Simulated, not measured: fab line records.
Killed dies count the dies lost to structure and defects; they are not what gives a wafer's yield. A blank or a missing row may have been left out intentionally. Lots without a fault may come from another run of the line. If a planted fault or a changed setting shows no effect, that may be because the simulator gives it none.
Which tool did it?	flow sky130	33 wafers from 11 lots sampled at 6 of the route's 708 steps

WHAT EACH GAUGE READ, for each wafer
SKY_LDD_P_OVL_MEAS_08. Usual: LDD_P_OVL gives -0.2 nm (standard deviation 1.3).
lot	measured	on	LDD_P_OVL (nm)	flag
L831	day 19 06:20	overlay-02	0.0 -2.2 -1.3	
L832	day 19 14:40	overlay-01	0.8 3.1 1.7	
L838	day 22 02:53	overlay-02	1.1 1.8 -0.5	
L839	day 22 17:11	overlay-01	-2.0 -0.4 -0.9	
L844	day 24 02:46	overlay-01	-0.6 -0.2 -1.7	
L845	day 24 13:32	overlay-02	-0.1 -0.7 -1.6	
L849	day 26 00:44	overlay-01	-0.5 -0.2 -0.8	
L850	day 26 03:41	overlay-02	-1.5 -0.7 -3.5	
L851	day 26 08:35	overlay-02	-1.3 -1.4 -1.2	
L852	day 26 10:53	overlay-01	0.1 -0.1 0.2	
L853	day 27 03:26	overlay-01	1.7 0.5 1.7	

SKY_LDD_LDN_OVL_MEAS_07. Usual: LDD_LDN_OVL gives -0.1 nm (standard deviation 1.4).
lot	measured	on	LDD_LDN_OVL (nm)	flag
L831	day 23 02:46	overlay-01	0.6 0.3 0.5	
L832	day 23 11:12	overlay-02	-0.7 -0.9 1.1	
L838	day 25 22:03	overlay-01	2.0 -1.2 2.3	
L839	day 26 10:34	overlay-02	-1.7 -1.3 0.1	
L844	day 27 17:57	overlay-01	0.5 0.4 1.5	
L845	day 28 03:46	overlay-02	0.2 -1.6 -2.2	
L849	day 29 13:23	overlay-01	-0.2 2.6 2.1	
L850	day 29 16:51	overlay-02	0.3 -1.2 -1.6	
L851	day 29 21:32	overlay-02	-1.3 -2.1 -1.4	
L852	day 29 23:37	overlay-02	-2.7 1.1 -0.1	
L853	day 30 15:32	overlay-02	-0.4 -2.2 -0.3	

SKY_SD_P_OVL_MEAS_08. Usual: SD_P_OVL gives 0.1 nm (standard deviation 1.5).
lot	measured	on	SD_P_OVL (nm)	flag
L831	day 25 16:46	overlay-01	1.3 2.3 1.8	
L832	day 26 00:16	overlay-01	2.1 -0.1 -0.2	
L838	day 28 12:04	overlay-02	-2.0 -2.0 -0.2	
L839	day 28 22:50	overlay-01	0.7 2.2 1.9	
L844	day 30 03:43	overlay-02	0.8 1.1 -0.8	
L845	day 30 16:47	overlay-02	-1.0 0.1 0.0	
L849	day 31 22:38	overlay-01	-0.1 -1.9 -0.1	
L850	day 32 05:44	overlay-01	-0.4 -1.7 -0.2	
L851	day 32 11:20	overlay-01	1.2 3.5 0.4	
L852	day 32 11:29	overlay-02	-2.4 -1.3 -1.6	
L853	day 33 00:24	overlay-01	0.4 0.8 -0.1	

SKY_RES_XHIGH_TW_MEAS_09. Usual: RES_XHIGH_TW gives 1639 (standard deviation 8.2).
lot	measured	on	RES_XHIGH_TW	flag
L831	day 26 21:41	film_metro-03	1628 1633 1632	
L832	day 27 05:55	film_metro-01	1639 1639 1640	
L838	day 29 16:43	film_metro-03	1638 1639 1643	
L839	day 30 02:46	film_metro-02	1634 1635 1637	
L844	day 31 07:58	film_metro-01	30 30 30 30 30 30	OFF
L845	day 31 19:58	film_metro-01	30 30 30 30 30 30	OFF
L849	day 33 01:49	film_metro-01	1653 1656 1651	
L850	day 33 08:25	film_metro-03	1624 1628 1629	
L851	day 33 14:50	film_metro-03	1622 1622 1634	
L852	day 33 15:08	film_metro-02	1633 1631 1635	
L853	day 34 04:16	film_metro-02	1646 1643 1644	

EACH LOT AND THE TOOL THAT RAN IT (in order: tool; ch and the chambers of the sampled wafers; start)
lot	SKY_SD_P_STRIP_10	SKY_RES_XHIGH_STRIP_08
L831	plasma_asher-04 ch 0,1, day 25 16:56	plasma_asher-02 ch 0,1, day 26 21:34
L832	plasma_asher-04 ch 0,1, day 26 00:28	plasma_asher-01 ch 0,1, day 27 05:49
L838	plasma_asher-01 ch 0,1, day 28 12:16	plasma_asher-01 ch 0,1, day 29 16:37
L839	plasma_asher-04 ch 0,1, day 28 23:01	plasma_asher-02 ch 0,1, day 30 02:40
L844	plasma_asher-03 ch 0,1, day 30 03:55	plasma_asher-04 ch 0, day 31 07:52
L845	plasma_asher-04 ch 0, day 30 16:58	plasma_asher-04 ch 0,1, day 31 19:52
L849	plasma_asher-01 ch 0,1, day 31 22:49	plasma_asher-02 ch 0,1, day 33 01:43
L850	plasma_asher-01 ch 0, day 32 05:55	plasma_asher-01 ch 0,1, day 33 08:19
L851	plasma_asher-03 ch 1, day 32 11:31	plasma_asher-02 ch 0,1, day 33 14:44
L852	plasma_asher-04 ch 0,1, day 32 11:40	plasma_asher-04 ch 0,1, day 33 15:02
L853	plasma_asher-01 ch 0,1, day 33 00:35	plasma_asher-01 ch 0,1, day 34 04:10
- SKY_SD_P_STRIP_10: strips in O2/N2.
- SKY_RES_XHIGH_STRIP_08: strips in O2/N2.

WHAT THE TOOLS THEMSELVES READ (means of the sampled wafers that have a number; where no wafer has one, the mark that the record gives instead)
SKY_SD_P_STRIP_10. Usual: chamber_pressure_mTorr 1500.1 mTorr, standard deviation 1.4; drypump_motor_current_A 6.2 A, standard deviation 0.39; oes_product_au 0.617 a.u., standard deviation 0.0039; strip_time_to_endpoint_s 17.49 s, standard deviation 0.044.
lot	tool	chamber_pressure_mTorr (mTorr)	drypump_motor_current_A (A)	oes_product_au (a.u.)	strip_time_to_endpoint_s (s)	flag
L831	plasma_asher-04	1499.6	6.5	0.613	17.52	
L832	plasma_asher-04	1499.8	6.4	0.616	17.51	
L838	plasma_asher-01	1501.4	5.6	0.619	17.50	
L839	plasma_asher-04	1500.4	6.5	0.617	17.44	
L844	plasma_asher-03	-	-	-	-	OFF
L845	plasma_asher-04	-	-	-	-	OFF
L849	plasma_asher-01	1501.0	6.0	0.618	17.49	
L850	plasma_asher-01	1500.5	6.4	0.619	17.49	
L851	plasma_asher-03	1498.2	6.2	0.618	17.49	
L852	plasma_asher-04	1501.5	6.5	0.617	17.50	
L853	plasma_asher-01	1500.5	6.0	0.617	17.50	

SKY_RES_XHIGH_STRIP_08. Usual: chamber_pressure_mTorr 1500.0 mTorr, standard deviation 1.3; drypump_motor_current_A 5.8 A, standard deviation 0.58; oes_product_au 0.711 a.u., standard deviation 0.0045; strip_time_to_endpoint_s 14.28 s, standard deviation 0.035.
lot	tool	chamber_pressure_mTorr (mTorr)	drypump_motor_current_A (A)	oes_product_au (a.u.)	strip_time_to_endpoint_s (s)	flag
L831	plasma_asher-02	1500.9	5.4	0.713	14.30	
L832	plasma_asher-01	1499.9	6.1	0.710	14.30	
L838	plasma_asher-01	1500.1	5.6	0.710	14.32	
L839	plasma_asher-02	1500.5	5.2	0.710	14.36	
L844	plasma_asher-04	1499.4	6.3	0.718	31.36	OFF
L845	plasma_asher-04	1501.6	6.5	0.715	31.33	OFF
L849	plasma_asher-02	1500.4	5.2	0.711	14.32	
L850	plasma_asher-01	1498.3	5.7	0.713	14.28	
L851	plasma_asher-02	1499.8	5.4	0.712	14.32	
L852	plasma_asher-04	1500.4	6.5	0.706	14.29	
L853	plasma_asher-01	1498.7	5.7	0.711	14.26	

THE ANSWER, worked out from the rows above alone
Rule: a lot is off if the mean of its wafers that have a number lies more than 3 standard deviations from the usual mean. A lot without any number at a reading at which 4 lots or more have one is off too. All remaining lots with rows at the step are treated as sound. The gauges are gone through in route order, then the tools' own readings, and for those a lot's mean is taken as printed above. The first step at which some lot is off is used, and at that step the reading that is off furthest; a lot without a number counts as furthest.
Off: L844, L845, at SKY_RES_XHIGH_TW_MEAS_09 (RES_XHIGH_TW).
A tool fits if, at a process step before that reading, it ran every lot that is off, and no sound lot after the first of them. The gauges at SKY_RES_XHIGH_TW_MEAS_09 aren't tried: what is off there is off at SKY_SD_P_STRIP_10 too, on other tools, and a gauge's error can't cause that. Not one of the candidates tried fits.

WHAT HAD BEEN PUT IN BY THE SIMULATOR
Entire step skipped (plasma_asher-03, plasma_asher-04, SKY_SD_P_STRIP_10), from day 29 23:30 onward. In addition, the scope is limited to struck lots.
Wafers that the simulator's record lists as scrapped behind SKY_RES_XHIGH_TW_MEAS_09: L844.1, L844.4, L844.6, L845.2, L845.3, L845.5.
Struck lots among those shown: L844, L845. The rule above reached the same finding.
